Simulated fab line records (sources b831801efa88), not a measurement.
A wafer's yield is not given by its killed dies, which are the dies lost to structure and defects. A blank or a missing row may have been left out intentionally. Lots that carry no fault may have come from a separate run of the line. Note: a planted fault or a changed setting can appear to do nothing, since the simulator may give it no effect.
A lot that was struck, set against a sound lot + flow sfqLine + 15 steps out of a route of 325
Sound: these wafers, L144.1, L144.2, L144.6. Struck: wafers L152.3, L152.4, L152.6. The cause is given at the end.
Per side, at each step with rows, come the tool, then ch with its chambers, and then its first start. Under that, the readings that differ: sound wafers + struck wafers + difference of the means + sigmas: that difference in standard deviations of wafers without a fault.
alike: words and numbers the same on both sides, and readings whose means are apart by under 2 such deviations; not compared: readings that were withheld, readings missing a value for some wafer, numbers with overlapping values and no deviation given by the record, and bounds like >300 which may hide the same value.
The two part at a step that has a row with sigmas, a row that says differs or no value, or rows on one side only. Numbers that have no deviation but don't overlap get no sigmas and don't part them. Lack of a reading on every wafer of one side parts them only where that side has two or more wafers.

first, 1 step without rows for these wafers: SFQ_TRILAYER_M7_STRIP_SOLV_CLEAN_182 (cleans in NMP, time 600 s).
SFQ_TRILAYER_I7_DEP_PECVD_183: deposits SiO2 from SiH4/N2O, time 111.11 s, target thk 500 nm.
  sound on pecvd-03 ch 0,2, day 78 21:53; struck on pecvd-04 ch 0,2, day 84 00:16
  alike: heaterPowerW, throttleValvePct
SFQ_TRILAYER_I7_CMP_CMP_184: polishes SiO2.
  sound on cmp-01 ch 0,1,2, day 78 23:45; struck on cmp-01 ch 2,3, day 84 00:21
  alike: motorCurrentA, timeToEndpointS
SFQ_I7_BOW_MEAS_946:
  sound: filmMetro-02 at day 79 02:15; struck: filmMetro-02 at day 84 03:23
  alike: I7_BOW
SFQ_TRILAYER_I7_METRO_MEASURE_185:
  sound: filmMetro-02 at day 79 02:22; struck: filmMetro-02 at day 84 03:52
  alike: thkNm
then, 6 steps without rows for these wafers: SFQ_TRILAYER_I7_VIA_LITHO_COAT_192 (resist thk 62 nm); SFQ_TRILAYER_I7_VIA_LITHO_COAT_187 (resist thk 650 nm); SFQ_TRILAYER_I7_VIA_LITHO_SOFTBAKE_191; SFQ_TRILAYER_I7_VIA_LITHO_EXPOSE_188 (exposes mask I7, target cd 1000 nm); SFQ_TRILAYER_I7_VIA_LITHO_PEB_190 (peb time 60 s); SFQ_TRILAYER_I7_VIA_LITHO_DEVELOP_189 (time 60 s).
SFQ_I7_OVL_MEAS_947:
  sound: overlay-01 at day 79 06:25; struck: overlay-02 at day 84 15:53
  alike: I7_OVL
SFQ_TRILAYER_I7_VIA_BARC_OPEN_VIA_ETCH_260: etches BARC in O2, target depth 125 nm, time 41.7 s.
  sound on rieDiel-01 ch 1,3, day 79 06:27; struck on rieDiel-04 ch 0,1, day 84 15:55
| reading                                                | sound             | struck            | difference | sigmas |
|--------------------------------------------------------|-------------------|-------------------|------------|--------|
| oesProductAu (a.u.)                                    | 0.679 0.684 0.685 | 0.817 0.817 0.814 | +0.133     | +30    |
| runLengthS (s)                                         | 69.4 70.3 69.9    | 61.0 60.3 61.5    | -8.9       | -19    |
| timeS (s)                                              | 41.7 41.7 41.7    | 29.19 29.19 29.19 | -12.51     |        |
| model.KrF_of_TRILAYER_I7_VIA_LITHO_COAT_187.thkNm (nm) | 567.6 570.6 570.4 | 585.3 586.2 583.5 | +15.5      |        |
  alike: drypumpMotorCurrentA
  not compared: rfHoursCounterH
SFQ_TRILAYER_I7_VIA_ETCH_VIA_ETCH_190: etches SiO2 in CHF3, stops on Nb, target depth 260 nm.
  sound on rieDiel-01 ch 1,3, day 79 06:29; struck on rieDiel-04 ch 0,1, day 84 15:57
| reading                                                | sound             | struck          | difference | sigmas |
|--------------------------------------------------------|-------------------|-----------------|------------|--------|
| model.KrF_of_TRILAYER_I7_VIA_LITHO_COAT_187.thkNm (nm) | 521.9 525.3 524.5 | 540.3 541 538.3 | +16.0      |        |
  alike: drypumpMotorCurrentA, oesProductAu
SFQ_TRILAYER_I7_VIA_STRIP_STRIP_191: strips in O2.
  sound on rieMetal-02 ch 0,1, day 79 06:37; struck on rieMetal-02 ch 1, day 84 16:28
  alike: drypumpMotorCurrentA, heBacksideLeakSccm, oesProductAu
  not compared: rfHoursCounterH

WHERE THEY PART
Within this record, at SFQ_TRILAYER_I7_VIA_BARC_OPEN_VIA_ETCH_260 only. Later steps at which nothing parts them and some readings are alike: SFQ_TRILAYER_I7_VIA_ETCH_VIA_ETCH_190, SFQ_TRILAYER_I7_VIA_STRIP_STRIP_191.

WHY: the cause the simulator had injected
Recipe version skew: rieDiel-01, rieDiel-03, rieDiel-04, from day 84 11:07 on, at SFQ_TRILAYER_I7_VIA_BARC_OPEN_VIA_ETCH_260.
